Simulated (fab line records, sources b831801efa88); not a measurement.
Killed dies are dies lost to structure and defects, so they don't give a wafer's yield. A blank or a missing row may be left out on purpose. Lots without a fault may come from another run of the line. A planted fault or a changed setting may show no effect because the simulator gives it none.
fab line records | flow sky130
record lots=6 wafers=18 last_day=51
route steps=708 shown SD_N@344 SD_P@359 RES_XHIGH@360 PAD_OPEN@708
lots that met no fault: from a run of the same line without faults
start_h: hours from the record's first day to the start of the lot's first wafer shown | wait_h: hours since the lot's step before | " the same as in the row above | L1.1+2: a row that stands for several wafers | - no value, or no start given | * or withheld: withheld | < > ~ a bound
route shown NAME@n: a module of which the file shows steps, and the number in the route of the first | usual: mean/standard deviation of fault-free wafers | same: alike in all rows | chamber/n: place in a boat | sites: the reading at each site | _std_site: their standard deviation | _edge_site: outer sites' mean less inner sites' | radius_mm: how far each site lies from the wafer's centre | mask NAME#n: copy n | behind: the tool/chamber that last shaped the wafer | hold: why the lot was held/for how many hours/how that ended | device: the transistor (n, p or np) that didn't switch | end of line: the same wafers' tests at the end of the route | a step without rows: its recipe alone | killed: dies lost to structure and defects at the first sort, not the wafer's yield | map: a wafer's dies, x killed, . not, _ none there
set.NAME: the setting as run; set.NAME@STEP: as run at that earlier step | model.NAME: the simulator's own value behind a step, which no gauge read
lots at some steps of the route; a table a step, a row a wafer
services: from which hour (start_h, from the record's first day; less than 0 if before it) a tool's chamber was out of use, for how many hours, and why
## steps
# step SKY_SD_N_COAT_02
# recipe resist=NOVOLAK spin_rpm=3000 resist_thk_nm=1140
# step SKY_SD_N_SOFTBAKE_03
# recipe temp_c=90 time_s=60 resist=NOVOLAK
# step SKY_SD_N_EXPOSE_04
# recipe mask_id=NSDM na=0.6 source_shape=conventional sigma_outer=0.6 polarization=unpolarized target_cd_nm=380 dose_mj=141
# step SKY_SD_N_PEB_05
# recipe temp_c=withheld time_s=* resist=NOVOLAK
# step SKY_SD_N_DEVELOP_06
# recipe resist=NOVOLAK developer=TMAH develop_time_s=60 dev_temp_c=23
# step SKY_SD_N_CD_MEAS_07
# recipe target_cd_nm=380
# usual cd_nm=379.8/2.9
# columns lot.wafer tool chamber start_h wait_h cd_nm
L503.1 cd_sem-02 - 637.48 0.1 376.3
L503.4 " - " " 375.5
L503.5 " - " " 375.0
L504.1 cd_sem-02 - 655.83 0.1 378.8
L504.2 " - " " 381.1
L504.3 " - " " 379.7
L521.1 cd_sem-02 - 797.28 0.1 380.6
L521.3 " - " " 378.5
L521.6 " - " " 380.9
L523.4 cd_sem-01 - 805.38 0.1 379.7
L523.5 " - " " 379.9
L523.6 " - " " 381.8
L524.2 cd_sem-02 - 812.78 0.1 376.8
L524.3 " - " " 375.8
L524.4 " - " " 375.9
L525.3 cd_sem-02 - 868.61 0.1 383.2
L525.4 " - " " 382.4
L525.5 " - " " 381.8
# step SKY_SD_N_OVL_MEAS_08
# usual SD_N_OVL=0.3/1.2
# columns lot.wafer tool chamber start_h wait_h SD_N_OVL[nm]
L503.1 overlay-02 - 637.60 0.1 1.3
L503.4 " - " " -1.6
L503.5 " - " " 0.5
L504.1 overlay-01 - 655.95 0.1 -0.1
L504.2 " - " " 0.4
L504.3 " - " " 1.1
L521.1 overlay-01 - 797.40 0.1 0.6
L521.3 " - " " 1.0
L521.6 " - " " -0.1
L523.4 overlay-01 - 805.45 0.1 1.2
L523.5 " - " " 2.9
L523.6 " - " " -1.4
L524.2 overlay-02 - 812.89 0.1 -2.1
L524.3 " - " " 1.5
L524.4 " - " " -1.1
L525.3 overlay-01 - 868.70 0.1 -1.7
L525.4 " - " " -1.1
L525.5 " - " " -0.5
# step SKY_SD_N_IMPLANT_09
# recipe species=As energy_kev=50 dose_cm2=4e+15 tilt_deg=0
# step SKY_SD_N_IMPLANT_10
# recipe species=P energy_kev=20 dose_cm2=1e+14 tilt_deg=0
# step SKY_SD_N_STRIP_11
# recipe chemistry=O2/N2 power_w=1400 pressure_mtorr=1500 platen_temp_c=withheld o2_flow_sccm=3000 n2_flow_sccm=300 overash_fraction=0.5
# usual drypump_motor_current_A=5.8/0.48 n2_flow_sccm=299.9/0.89 oes_product_au=0.528/0.0045 strip_time_to_endpoint_s=22.57/0.046
# columns lot.wafer tool chamber start_h wait_h drypump_motor_current_A n2_flow_sccm oes_product_au rf_hours_counter_h strip_time_to_endpoint_s
L503.1 plasma_asher-02 1 637.94 0.1 6.3 299.7 0.532 82 22.54
L503.4 " 1 " " 6.3 302.0 0.531 - 22.59
L503.5 " 1 " " 6.2 299.0 0.522 - 22.50
L504.1 plasma_asher-03 0 656.29 0.1 5.5 300.2 0.531 91 22.57
L504.2 " 1 " " 6.4 299.8 0.527 91 22.53
L504.3 " 0 " " 5.4 300.2 0.527 - 22.53
L521.1 plasma_asher-02 0 797.74 0.1 6.1 299.9 0.529 99 22.58
L521.3 " 0 " " 6.1 300.3 0.528 - 22.57
L521.6 " 0 " " 6.1 301.1 0.530 - 22.55
L523.4 plasma_asher-03 0 805.80 0.1 5.4 299.9 0.522 - 22.61
L523.5 " 0 " " 5.5 299.5 0.533 - 22.64
L523.6 " 1 " " 6.4 298.5 0.530 - 22.64
L524.2 plasma_asher-03 1 813.22 0.1 6.5 298.9 0.531 5 22.60
L524.3 " 0 " " 5.5 300.7 0.522 - 22.61
L524.4 " 1 " " 6.4 299.4 0.522 - 22.61
L525.3 plasma_asher-04 0 869.05 0.1 5.1 298.5 0.523 - 22.55
L525.4 " 1 " " 5.6 301.0 0.523 - 22.56
L525.5 " 1 " " 5.6 299.3 0.533 - 22.58
# step SKY_SD_N_TW_MEAS_12
# usual SD_N_TW=3990/24
# columns lot.wafer tool chamber start_h wait_h SD_N_TW
L503.1 film_metro-04 - 638.04 0.1 3939
L503.4 " - " " 3940
L503.5 " - " " 3947
L504.1 film_metro-04 - 656.39 0.1 4021
L504.2 " - " " 3992
L504.3 " - " " 3995
L521.1 film_metro-01 - 797.84 0.1 4015
L521.3 " - " " 4022
L521.6 " - " " 4013
L523.4 film_metro-02 - 805.90 0.1 3976
L523.5 " - " " 3990
L523.6 " - " " 3987
L524.2 film_metro-01 - 813.33 0.1 4009
L524.3 " - " " 3991
L524.4 " - " " 3988
L525.3 film_metro-02 - 869.14 0.1 3995
L525.4 " - " " 4001
L525.5 " - " " 3999
# step SKY_SD_N_CLEAN_13
# recipe chemistry=SC1/SC2 mix=1:4:20 temp_c=70 time_s=150 dry=n2_spin
# step SKY_SD_N_RTA_14
# recipe temp_c=1075 time_s=2 idle_temp_c=650 ramp_up_c_per_s=150 ramp_down_c_per_s=90 ambient=N2
# usual lamp_power_pct=15.74/0.049 wafer_temp_C_max=1078.1/1.5
# columns lot.wafer tool chamber start_h wait_h lamp_power_pct wafer_temp_C_max
L503.1 rtp_anneal-02 0 638.15 0.0 15.68 1076.9
L503.4 " 0 " " 15.70 1076.9
L503.5 " 0 " " 15.68 1077.7
L504.1 rtp_anneal-01 0 656.50 0.0 15.77 1076.9
L504.2 " 0 " " 15.74 1076.3
L504.3 " 0 " " 15.76 1078.3
L521.1 rtp_anneal-02 0 797.95 0.0 16.06 1090.7
L521.3 " 0 " " 15.98 1094.2
L521.6 " 0 " " 16.03 1094.8
L523.4 rtp_anneal-02 0 806.01 0.0 16.01 1091.0
L523.5 " 0 " " 15.91 1093.1
L523.6 " 0 " " 15.97 1093.0
L524.2 rtp_anneal-01 0 813.44 0.0 15.69 1076.8
L524.3 " 0 " " 15.76 1080.8
L524.4 " 0 " " 15.71 1076.7
L525.3 rtp_anneal-02 0 869.25 0.0 15.70 1077.5
L525.4 " 0 " " 15.79 1077.2
L525.5 " 0 " " 15.72 1078.1
# step SKY_SD_N_RS_MEAS_16
# recipe thk_meas_gauge=four-point-probe
# usual SD_N_RS=68.56/0.13
# columns lot.wafer tool chamber start_h wait_h SD_N_RS[ohm/sq]
L503.1 film_metro-02 - 638.33 0.1 68.41
L503.4 " - " " 68.55
L503.5 " - " " 68.65
L504.1 film_metro-02 - 656.68 0.1 68.69
L504.2 " - " " 68.54
L504.3 " - " " 68.64
L521.1 film_metro-01 - 798.12 0.1 66.22
L521.3 " - " " 66.27
L521.6 " - " " 66.30
L523.4 film_metro-04 - 806.21 0.1 65.90
L523.5 " - " " 65.90
L523.6 " - " " 65.86
L524.2 film_metro-04 - 813.63 0.1 68.30
L524.3 " - " " 68.38
L524.4 " - " " 68.25
L525.3 film_metro-04 - 869.44 0.1 68.56
L525.4 " - " " 68.63
L525.5 " - " " 68.43
# step SKY_SD_N_RS_MEAS_17
# recipe thk_meas_gauge=four-point-probe
# usual SD_P_RS=147.1/0.44
# columns lot.wafer tool chamber start_h wait_h SD_P_RS[ohm/sq]
L503.1 film_metro-02 - 638.45 0.1 146.6
L503.4 " - " " 147.1
L503.5 " - " " 147.0
L504.1 film_metro-02 - 656.80 0.1 147.2
L504.2 " - " " 147.2
L504.3 " - " " 147.1
L521.1 film_metro-01 - 798.24 0.1 135.7
L521.3 " - " " 135.7
L521.6 " - " " 135.6
L523.4 film_metro-04 - 806.33 0.1 134.8
L523.5 " - " " 135.1
L523.6 " - " " 134.5
L524.2 film_metro-04 - 813.75 0.1 146.7
L524.3 " - " " 146.6
L524.4 " - " " 146.5
L525.3 film_metro-04 - 869.56 0.1 146.5
L525.4 " - " " 147.2
L525.5 " - " " 146.8
# step SKY_SD_N_RS_MEAS_18
# recipe thk_meas_gauge=four-point-probe
# usual RES_XHIGH_RS=333.5/1.1
# columns lot.wafer tool chamber start_h wait_h RES_XHIGH_RS[ohm/sq]
L503.1 film_metro-02 - 638.57 0.1 333.2
L503.4 " - " " 334.1
L503.5 " - " " 334.5
L504.1 film_metro-02 - 656.92 0.1 334.2
L504.2 " - " " 332.5
L504.3 " - " " 333.1
L521.1 film_metro-01 - 798.36 0.1 334.2
L521.3 " - " " 333.4
L521.6 " - " " 332.1
L523.4 film_metro-04 - 806.45 0.1 332.1
L523.5 " - " " 332.1
L523.6 " - " " 331.7
L524.2 film_metro-04 - 813.87 0.1 332.3
L524.3 " - " " 332.8
L524.4 " - " " 333.2
L525.3 film_metro-04 - 869.68 0.1 332.5
L525.4 " - " " 331.9
L525.5 " - " " 332.3
# step SKY_PAD_OPEN_PROBE_99
# usual killed_at_M0_to_M3=45/6.9 killed_at_M4_up=3.2/1.8 killed_at_contacts=25/5.3 killed_at_front_end=16/4.3 killed_at_other=0.2/0.52 killed_dies=88/8.7 killed_open=48/6.5 killed_short=40/6
# same gross_dies=492 killed_at_back_side=0
# columns lot.wafer tool chamber start_h wait_h killed_at_M0_to_M3 killed_at_M4_up killed_at_contacts killed_at_front_end killed_at_other killed_dies killed_open killed_short model.etest.res_xhigh_po.line_ohm_um model.etest.res_xhigh_po.rs_ohm_sq model.etest.pfet_01v8.r_on_ohm_um model.etest.res_pdiff.line_ohm_um model.etest.res_high_po.line_ohm_um model.etest.licon_high_po.rc_ohm model.etest.res_ndiff.line_ohm_um model.etest.res_high_po.rs_ohm_sq
L503.1 prober-01 - 1068.88 0.1 44 3 20 4 1 72 47 25 5712 1996 2969 1321 739.6 347.8 775.3 263.2
L503.4 prober-01 - 1069.03 0.2 56 4 23 14 0 97 54 43 5619 1983 2923 1328 762.7 341.1 759.5 263.4
L503.5 prober-01 - 1069.08 0.2 50 3 29 19 0 101 53 47 5639 2023 2946 1321 764.8 352.9 776.9 265.9
L504.1 prober-02 - 1083.28 0.1 41 4 23 12 0 80 45 35 5884 2037 2804 1326 758.2 349.2 736.6 263.6
L504.2 prober-02 - 1083.33 0.1 52 1 25 9 1 88 49 38 6053 2110 2891 1327 768.9 349 731.4 266.3
L504.3 prober-02 - 1083.38 0.2 31 3 26 18 0 78 43 34 5783 2046 2822 1335 762.3 356.1 736.5 267
L521.1 prober-01 - 1181.34 0.1 44 8 25 15 0 92 50 41 5046 1756 2739 1241 676.3 283.6 721 234.8
L521.3 prober-01 - 1181.44 0.2 49 1 27 15 0 92 46 46 5024 1752 2762 1245 668.4 307.9 722 234
L521.6 prober-01 - 1181.59 0.2 66 4 16 9 0 95 47 48 4930 1719 2677 1263 669 289.3 731.7 232.9
L523.4 prober-01 - 1183.59 0.2 50 3 20 15 1 89 49 39 4708 1696 2744 1246 665.7 289.2 720.5 235.1
L523.5 prober-01 - 1183.64 0.2 48 1 23 17 0 89 44 45 4873 1735 2762 1239 676.8 284 712.6 238.5
L523.6 prober-01 - 1183.69 0.2 39 4 29 9 0 81 41 40 4894 1743 2785 1241 677.6 300.5 728.4 238.4
L524.2 prober-02 - 1187.06 0.1 31 5 27 16 0 79 43 36 5699 2029 3055 1374 758.9 349.7 759.8 266.4
L524.3 prober-02 - 1187.11 0.2 55 1 24 13 0 93 57 36 5754 1998 2981 1393 747.3 355.9 752.4 260.9
L524.4 prober-02 - 1187.16 0.2 48 2 26 14 0 90 45 45 5866 2049 2999 1371 772.5 343.7 755.9 267.1
L525.3 prober-01 - 1225.84 0.2 51 2 31 8 0 92 48 44 5902 2042 2816 1411 748.3 341.6 772.4 260.5
L525.4 prober-01 - 1225.89 0.2 37 2 26 19 0 84 42 42 5700 2007 2841 1405 746 343.6 787.7 259.8
L525.5 prober-01 - 1225.94 0.2 57 2 18 10 0 87 44 41 5775 2005 2763 1365 739.6 343.1 781 257.2
# killed by level:class
L503.1 VIA1:geometric_particle:open=11 VIA2:geometric_particle:open=10 CONTACT:geometric_particle:open=8 METAL1:geometric_particle:short=5 LI_CONTACT:geometric_particle:open=4 CONTACT:geometric_particle:short=4 VIA3:geometric_particle:open=4 METAL2:geometric_particle:short=4
L503.4 VIA1:geometric_particle:open=14 METAL1:geometric_particle:short=11 CONTACT:geometric_particle:open=11 VIA3:geometric_particle:open=8 VIA1:geometric_particle:short=7 VIA2:geometric_particle:open=6 VIA3:geometric_particle:short=4 FIELD_ISO:geometric_particle:open=3
L503.5 VIA1:geometric_particle:open=12 CONTACT:geometric_particle:open=11 METAL2:geometric_particle:short=10 POLY_GATE:geometric_particle:short=6 LI_CONTACT:geometric_particle:open=6 LOCAL_INTERCONNECT:geometric_particle:short=6 VIA1:geometric_particle:short=6 VIA3:geometric_particle:open=5
L504.1 CONTACT:geometric_particle:short=9 VIA1:geometric_particle:open=8 VIA3:geometric_particle:open=8 LI_CONTACT:geometric_particle:open=6 CONTACT:geometric_particle:open=6 VIA2:geometric_particle:open=5 POLY_GATE:geometric_particle:open=4 METAL1:geometric_particle:short=4
L504.2 VIA2:geometric_particle:open=13 VIA1:geometric_particle:open=12 LI_CONTACT:geometric_particle:open=7 CONTACT:geometric_particle:open=7 LOCAL_INTERCONNECT:geometric_particle:short=5 METAL3:geometric_particle:short=5 VIA3:geometric_particle:short=5 METAL1:geometric_particle:short=4
L504.3 CONTACT:geometric_particle:open=8 LI_CONTACT:geometric_particle:open=7 VIA1:geometric_particle:open=6 FIELD_ISO:geometric_particle:open=5 FIELD_ISO:geometric_particle:short=5 VIA2:geometric_particle:open=4 METAL1:geometric_particle:short=4 LI_CONTACT:geometric_particle:short=4
L521.1 CONTACT:geometric_particle:open=12 VIA3:geometric_particle:open=7 VIA1:geometric_particle:open=7 VIA3:geometric_particle:short=7 LI_CONTACT:geometric_particle:open=6 METAL2:geometric_particle:short=6 POLY_GATE:geometric_particle:open=5 METAL4:geometric_particle:short=5
L521.3 METAL1:geometric_particle:short=9 VIA1:geometric_particle:open=8 LI_CONTACT:geometric_particle:open=7 LOCAL_INTERCONNECT:geometric_particle:short=6 CONTACT:geometric_particle:open=6 VIA2:geometric_particle:open=6 FIELD_ISO:geometric_particle:short=5 VIA1:geometric_particle:short=5
L521.6 VIA3:geometric_particle:open=13 VIA1:geometric_particle:open=9 METAL2:geometric_particle:short=7 METAL1:geometric_particle:short=7 CONTACT:geometric_particle:open=6 VIA2:geometric_particle:short=6 VIA1:geometric_particle:short=6 VIA3:geometric_particle:short=6
L523.4 VIA3:geometric_particle:open=10 CONTACT:geometric_particle:open=9 VIA1:geometric_particle:open=9 VIA3:geometric_particle:short=6 VIA2:geometric_particle:open=6 METAL1:geometric_particle:short=6 POLY_GATE:geometric_particle:open=5 VIA1:geometric_particle:short=5
L523.5 CONTACT:geometric_particle:open=11 METAL2:geometric_particle:short=8 VIA1:geometric_particle:open=7 VIA3:geometric_particle:short=6 POLY_GATE:geometric_particle:short=6 VIA3:geometric_particle:open=6 FIELD_ISO:geometric_particle:open=4 POLY_GATE:geometric_particle:open=4
L523.6 CONTACT:geometric_particle:open=16 METAL2:geometric_particle:short=7 METAL3:geometric_particle:short=6 VIA2:geometric_particle:open=5 LOCAL_INTERCONNECT:geometric_particle:short=5 METAL1:geometric_particle:short=5 VIA3:geometric_particle:open=4 CONTACT:geometric_particle:short=4
L524.2 CONTACT:geometric_particle:open=13 VIA1:geometric_particle:open=9 LI_CONTACT:geometric_particle:open=6 FIELD_ISO:geometric_particle:short=5 METAL1:geometric_particle:short=5 METAL4:geometric_particle:short=5 METAL2:geometric_particle:short=5 VIA1:geometric_particle:short=4
L524.3 VIA1:geometric_particle:open=17 CONTACT:geometric_particle:open=11 VIA1:geometric_particle:short=8 VIA2:geometric_particle:open=7 LI_CONTACT:geometric_particle:open=5 METAL1:geometric_particle:short=5 METAL2:geometric_particle:short=5 VIA2:geometric_particle:short=5
L524.4 METAL2:geometric_particle:short=11 CONTACT:geometric_particle:open=11 VIA1:geometric_particle:short=10 LI_CONTACT:geometric_particle:open=7 VIA1:geometric_particle:open=6 VIA3:geometric_particle:open=6 METAL1:geometric_particle:short=5 VIA2:geometric_particle:open=5
L525.3 CONTACT:geometric_particle:open=12 VIA2:geometric_particle:open=10 VIA1:geometric_particle:open=9 VIA2:geometric_particle:short=7 CONTACT:geometric_particle:short=7 LOCAL_INTERCONNECT:geometric_particle:short=6 METAL1:geometric_particle:short=6 LI_CONTACT:geometric_particle:open=5
L525.4 LI_CONTACT:geometric_particle:open=7 VIA2:geometric_particle:open=7 VIA1:geometric_particle:open=7 FIELD_ISO:geometric_particle:short=5 LOCAL_INTERCONNECT:geometric_particle:short=5 CONTACT:geometric_particle:open=5 CONTACT:geometric_particle:short=5 VIA2:geometric_particle:short=5
L525.5 VIA1:geometric_particle:open=20 VIA1:geometric_particle:short=11 METAL2:geometric_particle:short=6 VIA2:geometric_particle:open=5 CONTACT:geometric_particle:open=5 LI_CONTACT:geometric_particle:open=4 LOCAL_INTERCONNECT:geometric_particle:short=4 CONTACT:geometric_particle:short=4
## services
# columns tool chamber start_h hours kind
plasma_asher-04 - 655.07 10.0 repair
plasma_asher-04 - 733.73 3.3 repair
plasma_asher-03 - 733.75 9.0 pm
plasma_asher-03 0 733.75 9.0 vent_cycle
plasma_asher-03 1 733.75 9.0 vent_cycle
plasma_asher-03 0 742.75 - clean
plasma_asher-03 1 742.75 - clean
plasma_asher-03 - 780.13 10.7 pm
plasma_asher-02 - 790.70 1.5 repair
plasma_asher-03 - 794.42 5.7 repair
plasma_asher-04 - 820.76 11.2 pm
## key
first_sign step=SKY_SD_N_RTA_14 reading=wafer_temp_C_max direction=up sigmas=9.9 usual=* struck=*
effect step=SKY_SD_N_RTA_14 reading=lamp_power_pct direction=up sigmas=5.3 usual=15.74 struck=15.99
effect step=SKY_SD_N_RS_MEAS_16 reading=SD_N_RS direction=down sigmas=20 usual=68.56 struck=66.07
effect step=SKY_SD_N_RS_MEAS_17 reading=SD_P_RS direction=down sigmas=27 usual=147.1 struck=135.2
model_effect step=SKY_PAD_OPEN_PROBE_99 value=etest.res_xhigh_po.line_ohm_um without=5639 struck=4913
met_at SKY_SD_N_RTA_14
struck_wafers L521.1,L521.3,L521.6,L523.4,L523.5,L523.6
tester_left_out L521,L523
onset_between 638.15 797.95
fault kind=process_parameter_drift tool=rtp_anneal-02 chamber=- onset_h=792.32 steps=SKY_SD_N_RTA_14 channel=temp_c offset=* shape=step end_h=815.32 acts_in=* stated=*
# tester_left_out: of these lots the tester's yield and bins aren't shown, on N5 and GAA mostly nor the transistor test; their killed dies are dies lost to structure and defects alone, not to doping, threshold or leakage, so they don't give the yield
